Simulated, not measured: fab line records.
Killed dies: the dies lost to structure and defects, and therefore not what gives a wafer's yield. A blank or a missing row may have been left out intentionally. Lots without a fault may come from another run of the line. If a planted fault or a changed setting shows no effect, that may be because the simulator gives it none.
fab line records    flow gf180mcu
[record] lots = 5  wafers = 15  lastDay = 31
route steps=602 shown PASSIVATION@594
lots untouched by any fault: they come from a run of this same line in which no faults occurred
startH: start of the lot's first displayed wafer, in hours after the record's first day    waitH: hours from the lot's prior step to this one    " as in the row above    L1.1+2: a row that stands for several wafers    - either no value or no given start    * or withheld: withheld    < > ~ a bound
route shown NAME@n: NAME is a module with steps in the file, n the number in the route of the first one    usual: mean/standard deviation of fault-free wafers    same: alike in all rows    chamber/n: place in a boat    sites: the reading at each site    _std_site: their standard deviation    _edge_site: mean of outer sites minus mean of inner sites    radiusMm: for every site, how far away it sits from the centre of the wafer    mask NAME#n: copy n    behind: the most recent tool/chamber to have shaped the wafer    hold: what put the lot on hold/how long, in hours/how the hold closed    device: the transistor (n, p or np) that didn't switch    end of line: tests of these same wafers at the route's end    where a step has no rows: the recipe by itself    killed: not the wafer's yield, but the dies lost to structure and defects at the first sort    map: a wafer's dies, marking killed ones x, the rest . and places with no die _
set.NAME: the setting as run; set.NAME@STEP: as run at that earlier step    model.NAME: the simulator's own value behind a step, which no gauge read
lots seen at some steps along the route; tables by step, rows by wafer
services: from which hour (startH, from the record's first day; less than 0 if before it) a tool's chamber was out of use, for how many hours, and why
[[steps]]
[step GF_PASSIVATION_SOFTBAKE_07]
[recipe] tempC = 110  timeS = withheld
lot.wafer   tool           chamber  startH  waitH
L074.3+5+6  lithoTrack-01  0        661.46  0.1
L076.1+3+6  lithoTrack-01  0        675.79  0.1
L078.2+3+5  lithoTrack-04  0        690.75  0.1
L079.1+2+3  lithoTrack-04  0        700.52  0.1
L082.2+4+6  lithoTrack-03  0        725.56  0.1
[step GF_PASSIVATION_EXPOSE_08]
[recipe] maskId = Pad  targetCdNm = 40000  na = 0.57  doseMj = 310
lot.wafer   tool             chamber  startH  waitH  mask
L074.3+5+6  ilineStepper-01  0        -       -      Pad#0
L076.1+3+6  ilineStepper-01  0        -       -      Pad#0
L078.2+3+5  ilineStepper-02  0        -       -      Pad#0
L079.1+2+3  ilineStepper-01  0        -       -      Pad#0
L082.2+4+6  ilineStepper-01  0        -       -      Pad#0
[step GF_PASSIVATION_PEB_09]
[recipe] tempC = 115  timeS = withheld
lot.wafer   tool           chamber  startH  waitH
L074.3+5+6  lithoTrack-03  0        -       -
L076.1+3+6  lithoTrack-04  0        -       -
L078.2+3+5  lithoTrack-01  0        -       -
L079.1+2+3  lithoTrack-03  0        -       -
L082.2+4+6  lithoTrack-04  0        -       -
[step GF_PASSIVATION_DEVELOP_10]
[recipe] developTimeS = 60  devTempC = 23
[same] developTimeS = 60
lot.wafer   tool           chamber  startH  waitH
L074.3+5+6  lithoTrack-03  0        -       -
L076.1+3+6  lithoTrack-04  0        -       -
L078.2+3+5  lithoTrack-01  0        -       -
L079.1+2+3  lithoTrack-03  0        -       -
L082.2+4+6  lithoTrack-04  0        -       -
[step GF_PASSIVATION_ETCH_11]
[recipe] chemistry = CF4/O2  targetDepthNm = 2040  stopOn = TiN  sourceW = 800  biasW = 150  pressureMtorr = 150  cf4FlowSccm = 80  O2_flow_sccm = 10  timeS = 453.3
[usual] O2_flow_sccm = 10.00/0.031  drypumpMotorCurrentA = 5.5/0.43  oesProductAu = 0.990/0.0056  throttleValvePct = 5.969/0.0099
lot.wafer  tool        chamber  startH  waitH  O2_flow_sccm  drypumpMotorCurrentA  oesProductAu  rfHoursCounterH  throttleValvePct
L074.3     rieDiel-04  1        670.88  -      10.01         5.8                   0.993         0                5.977
L074.5     "           2        "       "      9.98          5.5                   0.996         -                5.963
L074.6     "           3        "       "      10.01         5.7                   0.986         -                5.960
L076.1     rieDiel-02  3        685.47  -      9.99          4.8                   0.991         36               5.987
L076.3     "           2        "       "      10.03         5.5                   0.987         20               5.963
L076.6     "           3        "       "      9.94          4.9                   0.998         -                5.964
L078.2     rieDiel-04  3        700.74  -      10.02         5.6                   0.991         30               5.979
L078.3     "           0        "       "      9.99          5.8                   0.997         9                5.966
L078.5     "           0        "       "      9.97          5.8                   0.984         -                5.964
L079.1     rieDiel-03  2        709.78  -      9.98          6.0                   0.992         3                5.976
L079.2     "           0        "       "      9.97          4.7                   0.988         12               5.948
L079.3     "           1        "       "      10.01         5.7                   0.989         54               5.972
L082.2     rieDiel-02  3        733.82  -      9.91          4.8                   0.988         38               5.971
L082.4     "           1        "       "      9.98          5.9                   0.995         3                5.970
L082.6     "           3        "       "      9.94          4.8                   0.988         -                5.979
[step GF_PASSIVATION_STRIP_12]
[recipe] chemistry = O2/N2  powerW = 1400  pressureMtorr = 1500  platenTempC = 250  o2FlowSccm = 3000  n2FlowSccm = 300  overashFraction = 0.5
[usual] drypumpMotorCurrentA = 5.9/0.42  heaterPowerW = 338/37  oesProductAu = 0.719/0.0046  stripTimeToEndpointS = 32.98/0.21
lot.wafer  tool            chamber  startH  waitH  drypumpMotorCurrentA  heaterPowerW  oesProductAu  rfHoursCounterH  stripTimeToEndpointS
L074.3     plasmaAsher-04  0        671.18  0.2    5.9                   321           0.710         -                32.91
L074.5     "               0        "       "      5.9                   334           0.723         -                33.07
L074.6     "               1        "       "      6.5                   325           0.713         -                33.02
L076.1     plasmaAsher-04  0        685.74  0.1    5.8                   323           0.721         108              33.06
L076.3     "               0        "       "      5.9                   328           0.724         -                33.02
L076.6     "               1        "       "      6.5                   320           0.721         -                33.00
L078.2     plasmaAsher-04  1        701.01  0.1    6.5                   317           0.715         110              33.09
L078.3     "               0        "       "      5.9                   327           0.719         -                32.97
L078.5     "               0        "       "      5.8                   322           0.717         -                33.28
L079.1     plasmaAsher-02  1        710.05  0.1    5.4                   423           0.721         29               33.53
L079.2     "               0        "       "      5.8                   287           0.719         29               33.06
L079.3     "               1        "       "      5.4                   414           0.723         -                33.06
L082.2     plasmaAsher-02  0        734.08  0.1    5.8                   293           0.722         32               33.05
L082.4     "               0        "       "      5.8                   288           0.717         -                33.07
L082.6     "               0        "       "      5.8                   290           0.719         -                33.05
[step GF_PASSIVATION_ANNEAL_13]
[recipe] tempC = 400  timeS = 1800  ambient = N2/H2  idleTempC = 300  rampUpCPerMin = 10  rampDownCPerMin = 3
[usual] spikeTcCentreC = 400.5/1.9  tube_center_temp_C_max = 401.03/0.17
lot.wafer  tool        chamber  startH  waitH  spikeTcCentreC  tube_center_temp_C_max
L074.3     furnace-02  0        671.27  0.1    397.7           400.74
L074.5     "           0        "       "      400.6           400.93
L074.6     "           0        "       "      399.1           401.04
L076.1     furnace-02  0        685.97  0.2    401.5           400.84
L076.3     "           0        "       "      397.5           401.39
L076.6     "           0        "       "      398.4           400.78
L078.2     furnace-01  0        701.11  0.1    402.3           401.00
L078.3     "           0        "       "      401.5           400.87
L078.5     "           0        "       "      402.6           400.90
L079.1     furnace-01  0        710.15  0.1    400.6           400.97
L079.2     "           0        "       "      402.7           401.09
L079.3     "           0        "       "      402.8           400.87
L082.2     furnace-01  0        734.18  0.1    401.9           401.08
L082.4     "           0        "       "      400.8           401.12
L082.6     "           0        "       "      402.5           401.16
[step GF_PASSIVATION_BOW_MEAS_14]
[recipe] mode = bow
[usual] PASSIVATION_BOW = 137/9
lot.wafer  tool          chamber  startH  waitH  PASSIVATION_BOW[um]
L074.3     filmMetro-03  -        672.81  0.0    135
L074.5     "             -        "       "      126
L074.6     "             -        "       "      142
L076.1     filmMetro-01  -        687.47  0.0    145
L076.3     "             -        "       "      141
L076.6     "             -        "       "      131
L078.2     filmMetro-04  -        702.63  0.0    135
L078.3     "             -        "       "      126
L078.5     "             -        "       "      136
L079.1     filmMetro-03  -        711.65  0.0    146
L079.2     "             -        "       "      136
L079.3     "             -        "       "      136
L082.2     filmMetro-01  -        735.70  0.0    125
L082.4     "             -        "       "      117
L082.6     "             -        "       "      136
[[services]]
tool             chamber  startH  hours  kind
ilineStepper-01  -        637.57  1.7    pm
furnace-01       -        640.20  1.6    repair
rieDiel-04       1        640.83  -      clean
rieDiel-04       1        640.83  16.2   scheduledDown
rieDiel-04       1        640.83  16.2   ventCycle
ilineStepper-01  0        644.68  -      calibration
rieDiel-04       2        645.91  6.7    repair
rieDiel-02       1        654.78  -      clean
rieDiel-02       1        654.78  21.9   scheduledDown
rieDiel-02       0        675.32  15.2   repair
rieDiel-03       1        681.32  10.0   repair
plasmaAsher-04   -        683.59  2.1    repair
rieDiel-04       1        685.86  7.0    repair
ilineStepper-01  -        689.10  4.2    repair
rieDiel-03       2        689.93  19.3   repair
rieDiel-02       3        702.21  9.7    repair
rieDiel-03       2        710.18  2.8    repair
rieDiel-03       -        712.68  2.8    pm
rieDiel-04       0        713.55  6.2    repair
rieDiel-04       3        716.28  6.9    repair
furnace-02       -        731.11  3.5    pm
plasmaAsher-04   -        733.75  9.0    pm
plasmaAsher-04   0        733.75  9.0    ventCycle
plasmaAsher-04   1        733.75  9.0    ventCycle
[[key]]
fault none
